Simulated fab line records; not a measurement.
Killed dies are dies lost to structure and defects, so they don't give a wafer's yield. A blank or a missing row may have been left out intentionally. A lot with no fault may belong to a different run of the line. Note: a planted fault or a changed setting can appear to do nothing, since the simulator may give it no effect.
fab line records -- flow sfq-line
record: lots: 7, wafers: 19, last-day: 81
route steps=325 shown L0@12 L0V@16
lots untouched by any fault: they come from a run of this same line in which no faults occurred
start-h: hours from the record's first day to the start of the lot's first wafer shown -- wait-h: time in hours since the lot's previous step -- " repeats the value in the row above -- L1.1+2: a single row standing in for several wafers -- - no value, or no start given -- * or withheld: withheld -- < > ~ a bound
route shown NAME@n: NAME is a module with steps in the file, n the number in the route of the first one -- usual: mean/standard deviation taken from wafers without a fault -- same: alike in all rows -- chamber/n: place in a boat -- sites: the reading at each site -- _std_site: the values' standard deviation -- _edge_site: mean of outer sites minus mean of inner sites -- radius-mm: for every site, how far away it sits from the centre of the wafer -- mask NAME#n: copy n -- behind: the tool/chamber that last shaped the wafer -- hold: the reason the lot was held/the length of the hold in hours/how it ended -- device: whichever transistor did not switch (one of n, p or np) -- end of line: tests run on the same wafers once the route is complete -- a step without rows: its recipe alone -- killed: dies that structure and defects cost at the first sort, which is not the same as the wafer's yield -- map: the dies of a wafer, with x for killed, . for not killed, _ for no die there
set.NAME: setting as actually run; set.NAME@STEP: the setting as run at that earlier step -- model.NAME: the simulator's own value behind a step, which no gauge read
lots seen at some steps along the route; tables by step, rows by wafer
services: from which hour (start-h, from the record's first day; less than 0 if before it) a tool's chamber was out of use, for how many hours, and why
== steps ==
step: SFQ_TRILAYER_L0_BARC_OPEN_METAL_ETCH_010
recipe: mask-material: PR, chemistry: O2, target-depth-nm: 125, target: BARC, icp-w: 600, bias-w: 80, pressure-mtorr: 10, time-s: 41.7
usual: drypump-motor-current-A: 5.9/0.37, oes-product-au: 0.685/0.0044
lot.wafer,tool,chamber,start-h,wait-h,drypump-motor-current-A,oes-product-au,rf-hours-counter-h
L108.2,rie-metal-01,0,87.96,0.1,5.8,0.682,16
L108.3,rie-metal-01,0,87.96,0.1,5.8,0.695,-
L108.4,rie-metal-01,1,87.96,0.1,5.7,0.687,-
L114.2,rie-metal-01,0,130.30,0.1,5.8,0.684,24
L114.4,rie-metal-01,1,130.30,0.1,5.8,0.687,-
L114.6,rie-metal-01,1,130.30,0.1,5.7,0.688,-
L118.2,rie-metal-01,0,157.88,0.1,5.8,0.679,29
L118.6,rie-metal-01,0,157.88,0.1,5.8,0.688,-
L121.1,rie-metal-01,0,180.93,0.1,5.8,0.680,33
L121.3,rie-metal-01,1,180.93,0.1,5.7,0.684,-
L122.2,rie-metal-01,1,188.13,0.1,5.7,0.676,69
L122.3,rie-metal-01,0,188.13,0.1,5.8,0.683,-
L122.4,rie-metal-01,1,188.13,0.1,5.7,0.690,-
L127.2,rie-metal-01,1,214.53,0.1,5.7,0.689,74
L127.3,rie-metal-01,1,214.53,0.1,5.7,0.684,-
L127.6,rie-metal-01,0,214.53,0.1,5.8,0.680,-
L128.1,rie-metal-02,0,222.93,0.1,6.5,0.688,158
L128.3,rie-metal-02,0,222.93,0.1,6.5,0.681,-
L128.6,rie-metal-02,0,222.93,0.1,6.5,0.680,-
step: SFQ_TRILAYER_L0_ETCH_METAL_ETCH_008
recipe: target: MoNx_KI, stop-on: SiO2, mask-material: PR, chemistry: SF6/O2, target-depth-nm: 50, icp-w: 600, bias-w: 80, pressure-mtorr: 10, time-s: 25
usual: drypump-motor-current-A: 5.9/0.37, oes-product-au: 0.875/0.0059
lot.wafer,tool,chamber,start-h,wait-h,drypump-motor-current-A,oes-product-au,rf-hours-counter-h
L108.2,rie-metal-01,0,88.02,0.0,5.7,0.884,16
L108.3,rie-metal-01,0,88.02,0.0,5.8,0.879,-
L108.4,rie-metal-01,1,88.02,0.0,5.7,0.883,-
L114.2,rie-metal-01,0,130.36,0.0,5.8,0.880,24
L114.4,rie-metal-01,1,130.36,0.0,5.7,0.868,-
L114.6,rie-metal-01,1,130.36,0.0,5.7,0.880,-
L118.2,rie-metal-01,0,157.94,0.0,5.8,0.871,29
L118.6,rie-metal-01,0,157.94,0.0,5.8,0.879,-
L121.1,rie-metal-01,0,180.99,0.0,5.8,0.872,33
L121.3,rie-metal-01,1,180.99,0.0,5.7,0.875,-
L122.2,rie-metal-01,1,188.19,0.0,5.8,0.879,69
L122.3,rie-metal-01,0,188.19,0.0,5.8,0.874,-
L122.4,rie-metal-01,1,188.19,0.0,5.7,0.873,-
L127.2,rie-metal-01,1,214.59,0.0,5.7,0.876,74
L127.3,rie-metal-01,1,214.59,0.0,5.7,0.881,-
L127.6,rie-metal-01,0,214.59,0.0,5.8,0.875,-
L128.1,rie-metal-02,0,222.99,0.0,6.5,0.875,158
L128.3,rie-metal-02,0,222.99,0.0,6.5,0.875,-
L128.6,rie-metal-02,0,222.99,0.0,6.5,0.870,-
step: SFQ_TRILAYER_L0_STRIP_STRIP_009
recipe: gas: O2, power-w: 200, platen-temp-c: 40, overash-fraction: 0.65, chemistry: O2, pressure-mtorr: 50
usual: drypump-motor-current-A: 5.9/0.37, oes-product-au: 0.997/0.0098, platen-temp-c: 39.97/0.11
lot.wafer,tool,chamber,start-h,wait-h,drypump-motor-current-A,oes-product-au,platen-temp-c,rf-hours-counter-h
L108.2,rie-metal-01,0,88.06,0.0,5.8,0.982,40.03,16
L108.3,rie-metal-01,0,88.06,0.0,5.8,0.987,40.09,-
L108.4,rie-metal-01,1,88.06,0.0,5.7,0.990,39.95,-
L114.2,rie-metal-01,0,130.40,0.0,5.8,0.993,39.93,24
L114.4,rie-metal-01,1,130.40,0.0,5.8,0.993,39.92,-
L114.6,rie-metal-01,1,130.40,0.0,5.7,0.993,40.03,-
L118.2,rie-metal-01,0,157.98,0.0,5.8,0.990,40.05,29
L118.6,rie-metal-01,0,157.98,0.0,5.8,0.997,40.02,-
L121.1,rie-metal-01,0,181.03,0.0,5.8,0.984,39.96,33
L121.3,rie-metal-01,1,181.03,0.0,5.7,0.986,39.94,-
L122.2,rie-metal-01,1,188.23,0.0,5.7,0.987,39.98,69
L122.3,rie-metal-01,0,188.23,0.0,5.8,1.000,39.93,-
L122.4,rie-metal-01,1,188.23,0.0,5.8,0.992,39.87,-
L127.2,rie-metal-01,1,214.63,0.0,5.7,0.996,39.92,74
L127.3,rie-metal-01,1,214.63,0.0,5.7,0.994,40.06,-
L127.6,rie-metal-01,0,214.63,0.0,5.8,0.986,39.85,-
L128.1,rie-metal-02,0,223.03,0.0,6.5,1.001,40.17,159
L128.3,rie-metal-02,0,223.03,0.0,6.5,1.009,40.16,-
L128.6,rie-metal-02,0,223.03,0.0,6.5,0.995,40.00,-
step: SFQ_TRILAYER_L0_STRIP_SOLV_CLEAN_010
recipe: chemistry: NMP, temp-c: 70, time-s: 600
step: SFQ_TRILAYER_L0_CAP_PECVD_011
recipe: material: SiO2, temp-c: 150, time-s: 13.333, pressure-torr: 2.4, rf-w: 183.3, precursor: SiH4/N2O, target-thk-nm: 60
usual: heater-power-w: 84/7.1, throttle-valve-pct: 25.4/2.9
lot.wafer,tool,chamber,start-h,wait-h,heater-power-w,since-wet-clean-h,throttle-valve-pct
L108.2,pecvd-03,2,88.84,0.0,92,1003,27.5
L108.3,pecvd-03,0,88.84,0.0,85,1003,30.2
L108.4,pecvd-03,2,88.84,0.0,91,-,27.5
L114.2,pecvd-01,0,131.18,0.0,75,1415,30.9
L114.4,pecvd-01,0,131.18,0.0,79,-,30.9
L114.6,pecvd-01,2,131.18,0.0,77,-,25.7
L118.2,pecvd-03,1,158.76,0.0,88,1073,24.1
L118.6,pecvd-03,0,158.76,0.0,84,-,30.3
L121.1,pecvd-04,2,181.81,0.0,90,343,22.8
L121.3,pecvd-04,1,181.81,0.0,75,343,23.9
L122.2,pecvd-03,1,189.01,0.0,87,1103,24.2
L122.3,pecvd-03,2,189.01,0.0,93,1103,27.5
L122.4,pecvd-03,2,189.01,0.0,91,-,27.6
L127.2,pecvd-04,1,215.41,0.0,77,377,24.1
L127.3,pecvd-04,2,215.41,0.0,85,377,23.0
L127.6,pecvd-04,2,215.41,0.0,87,-,22.7
L128.1,pecvd-01,0,223.81,0.0,82,16,22.9
L128.3,pecvd-01,2,223.81,0.0,86,16,22.9
L128.6,pecvd-01,1,223.81,0.0,92,-,21.8
step: SFQ_TRILAYER_L0_VIA_LITHO_COAT_018
recipe: resist: BARC, spin-rpm: 3000, resist-thk-nm: 62
step: SFQ_TRILAYER_L0_VIA_LITHO_COAT_013
recipe: resist: KrF, spin-rpm: 3000, resist-thk-nm: 650
step: SFQ_TRILAYER_L0_VIA_LITHO_SOFTBAKE_017
recipe: temp-c: withheld, time-s: withheld, resist: KrF
step: SFQ_TRILAYER_L0_VIA_LITHO_EXPOSE_014
recipe: mask-id: L0V, na: 0.6, source-shape: conventional, sigma-outer: 0.65, target-cd-nm: 700, dose-mj: 21.3
step: SFQ_TRILAYER_L0_VIA_LITHO_PEB_016
recipe: peb-temp-c: 115, peb-time-s: 60, resist: KrF
step: SFQ_TRILAYER_L0_VIA_LITHO_DEVELOP_015
recipe: time-s: 60, resist: KrF
step: SFQ_L0V_OVL_MEAS_903
usual: L0V_OVL: 3/5.1
lot.wafer,tool,chamber,start-h,wait-h,L0V_OVL[nm]
L108.2,overlay-01,-,177.33,0.1,-13
L108.3,overlay-01,-,177.33,0.1,-1
L108.4,overlay-01,-,177.33,0.1,-7
L114.2,overlay-01,-,226.53,0.1,11
L114.4,overlay-01,-,226.53,0.1,10
L114.6,overlay-01,-,226.53,0.1,4
L118.2,overlay-02,-,257.03,0.1,-1
L118.6,overlay-02,-,257.03,0.1,2
L121.1,overlay-01,-,279.82,0.1,0
L121.3,overlay-01,-,279.82,0.1,-1
L122.2,overlay-01,-,288.23,0.1,-4
L122.3,overlay-01,-,288.23,0.1,3
L122.4,overlay-01,-,288.23,0.1,-3
L127.2,overlay-01,-,319.34,0.1,2
L127.3,overlay-01,-,319.34,0.1,5
L127.6,overlay-01,-,319.34,0.1,13
L128.1,overlay-02,-,328.94,0.1,-1
L128.3,overlay-02,-,328.94,0.1,1
L128.6,overlay-02,-,328.94,0.1,1
step: SFQ_TRILAYER_L0_VIA_BARC_OPEN_VIA_ETCH_021
recipe: mask-material: PR, chemistry: O2, target-depth-nm: 125, target: BARC, source-w: 500, bias-w: 80, pressure-mtorr: 30, time-s: 41.7
usual: drypump-motor-current-A: 5.6/0.59, oes-product-au: 0.686/0.005
lot.wafer,tool,chamber,start-h,wait-h,drypump-motor-current-A,oes-product-au,rf-hours-counter-h,model.KrF_of_TRILAYER_L0_VIA_LITHO_COAT_013.thk-nm
L108.2,rie-diel-01,3,177.36,0.0,4.9,0.691,49,572.7
L108.3,rie-diel-01,2,177.36,0.0,5.1,0.687,0,571.5
L108.4,rie-diel-01,0,177.36,0.0,6.6,0.684,135,575.2
L114.2,rie-diel-02,2,226.56,0.0,5.4,0.687,104,573.7
L114.4,rie-diel-02,2,226.56,0.0,5.4,0.692,-,574.4
L114.6,rie-diel-02,0,226.56,0.0,6.4,0.679,-,573.7
L118.2,rie-diel-01,2,257.06,0.0,5.1,0.686,1,584.4
L118.6,rie-diel-01,2,257.06,0.0,5.1,0.680,-,568.7
L121.1,rie-diel-01,2,279.86,0.0,5.1,0.678,1,571.4
L121.3,rie-diel-01,3,279.86,0.0,4.9,0.683,50,588.9
L122.2,rie-diel-01,2,288.26,0.0,5.1,0.681,1,591.1
L122.3,rie-diel-01,3,288.26,0.0,4.8,0.685,50,587.9
L122.4,rie-diel-01,1,288.26,0.0,4.8,0.679,-,572.1
L127.2,rie-diel-04,0,319.37,0.0,6.1,0.679,10,575.3
L127.3,rie-diel-04,1,319.37,0.0,5.3,0.685,68,573.5
L127.6,rie-diel-04,0,319.37,0.0,6.1,0.685,-,571.8
L128.1,rie-diel-02,1,328.97,0.0,5.4,0.687,103,574.3
L128.3,rie-diel-02,3,328.97,0.0,6.2,0.683,1,574.1
L128.6,rie-diel-02,0,328.97,0.0,6.4,0.697,-,573.5
step: SFQ_TRILAYER_L0_VIA_ETCH_VIA_ETCH_016
recipe: target: SiO2, stop-on: MoNx_KI, mask-material: PR, chemistry: CHF3, target-depth-nm: 80, source-w: 500, bias-w: 80, pressure-mtorr: 30, time-s: withheld
usual: drypump-motor-current-A: 5.6/0.59, oes-product-au: 0.841/0.0075
lot.wafer,tool,chamber,start-h,wait-h,drypump-motor-current-A,oes-product-au,model.KrF_of_TRILAYER_L0_VIA_LITHO_COAT_013.thk-nm
L108.2,rie-diel-01,3,177.40,0.0,4.9,0.834,558.8
L108.3,rie-diel-01,2,177.40,0.0,5.1,0.842,558.1
L108.4,rie-diel-01,0,177.40,0.0,6.6,0.839,561.2
L114.2,rie-diel-02,2,226.60,0.0,5.4,0.834,559.8
L114.4,rie-diel-02,2,226.60,0.0,5.4,0.853,560.5
L114.6,rie-diel-02,0,226.60,0.0,6.4,0.840,559.9
L118.2,rie-diel-01,2,257.10,0.0,5.1,0.836,570.5
L118.6,rie-diel-01,2,257.10,0.0,5.1,0.848,554.7
L121.1,rie-diel-01,2,279.90,0.0,5.1,0.837,557.4
L121.3,rie-diel-01,3,279.90,0.0,4.8,0.827,575
L122.2,rie-diel-01,2,288.30,0.0,5.1,0.842,576.9
L122.3,rie-diel-01,3,288.30,0.0,4.9,0.841,573.8
L122.4,rie-diel-01,1,288.30,0.0,4.8,0.850,558
L127.2,rie-diel-04,0,319.41,0.0,6.1,0.841,561.7
L127.3,rie-diel-04,1,319.41,0.0,5.3,0.837,559.7
L127.6,rie-diel-04,0,319.41,0.0,6.1,0.856,558.2
L128.1,rie-diel-02,1,329.01,0.0,5.4,0.834,560.5
L128.3,rie-diel-02,3,329.01,0.0,6.2,0.835,560.2
L128.6,rie-diel-02,0,329.01,0.0,6.4,0.854,559.5
step: SFQ_TRILAYER_L0_VIA_STRIP_STRIP_017
recipe: gas: O2, power-w: 200, platen-temp-c: 40, overash-fraction: 0.65, chemistry: O2, pressure-mtorr: 50
usual: drypump-motor-current-A: 5.9/0.41, oes-product-au: 1.003/0.009, platen-temp-c: 40.01/0.11
lot.wafer,tool,chamber,start-h,wait-h,drypump-motor-current-A,oes-product-au,platen-temp-c,rf-hours-counter-h
L108.2,rie-metal-04,1,177.45,-,5.7,1.011,40.10,30
L108.3,rie-metal-04,0,177.45,-,6.3,0.992,39.80,-
L108.4,rie-metal-04,1,177.45,-,5.7,1.003,39.87,-
L114.2,rie-metal-04,1,226.65,-,5.7,1.004,40.00,38
L114.4,rie-metal-04,0,226.65,-,6.3,1.007,39.90,-
L114.6,rie-metal-04,0,226.65,-,6.3,1.011,39.97,-
L118.2,rie-metal-01,0,257.15,-,5.8,0.991,40.12,48
L118.6,rie-metal-01,0,257.15,-,5.8,0.997,40.14,-
L121.1,rie-metal-02,1,279.95,-,5.2,1.000,39.94,24
L121.3,rie-metal-02,1,279.95,-,5.2,0.999,39.90,-
L122.2,rie-metal-04,1,288.35,-,5.7,1.015,39.92,45
L122.3,rie-metal-04,1,288.35,-,5.7,1.016,40.07,-
L122.4,rie-metal-04,0,288.35,-,6.3,1.015,40.00,-
L127.2,rie-metal-04,1,319.46,-,5.7,1.013,39.98,51
L127.3,rie-metal-04,0,319.46,-,6.3,0.999,40.05,-
L127.6,rie-metal-04,0,319.46,-,6.3,0.992,39.97,-
L128.1,rie-metal-02,0,329.06,-,6.5,0.991,40.14,174
L128.3,rie-metal-02,1,329.06,-,5.2,0.986,39.97,-
L128.6,rie-metal-02,1,329.06,-,5.2,0.996,39.79,-
== services ==
tool,chamber,start-h,hours,kind
pecvd-04,2,92.08,11.6,repair
rie-diel-02,2,119.52,3.2,repair
rie-diel-02,3,120.31,27.6,repair
rie-diel-01,2,123.19,7.2,repair
rie-diel-04,3,123.48,5.8,repair
pecvd-01,-,129.07,0.9,repair
rie-diel-02,1,137.84,7.4,repair
rie-diel-01,2,155.26,-,clean
rie-diel-01,2,155.26,17.5,scheduled-down
rie-diel-01,2,155.26,17.5,vent-cycle
pecvd-01,-,167.55,0.7,repair
pecvd-03,-,182.57,4.3,pm
pecvd-01,-,194.25,14.0,pm
rie-diel-04,0,238.69,5.1,repair
pecvd-04,-,243.69,1.3,repair
rie-diel-02,1,245.30,5.9,repair
rie-metal-04,1,246.56,21.5,repair
rie-diel-01,0,264.88,2.8,repair
rie-diel-01,0,283.08,-,clean
rie-diel-04,3,293.92,6.5,repair
rie-diel-02,1,296.92,6.5,repair
rie-diel-01,-,298.85,1.2,repair
rie-diel-02,-,308.44,0.2,repair
pecvd-03,-,309.78,0.9,repair
== key ==
first-sign none at tools or gauges
model-effect: step: SFQ_TRILAYER_L0_VIA_BARC_OPEN_VIA_ETCH_021, value: KrF_of_TRILAYER_L0_VIA_LITHO_COAT_013.thk-nm, without: 572.4, struck: 588.1
model-effect: step: SFQ_TRILAYER_L0_VIA_ETCH_VIA_ETCH_016, value: KrF_of_TRILAYER_L0_VIA_LITHO_COAT_013.thk-nm, without: 558.4, struck: 574.1
met-at SFQ_TRILAYER_L0_VIA_BARC_OPEN_VIA_ETCH_021
struck-wafers L118.2,L121.3,L122.2,L122.3
onset-between 177.36 257.06
fault: kind: process-parameter-drift, tool: rie-diel-01, chamber: -, onset-h: 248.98, steps: SFQ_TRILAYER_L0_VIA_BARC_OPEN_VIA_ETCH_021, channel: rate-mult, offset: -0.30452, shape: step, end-h: 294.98, scope: struck-wafers-only
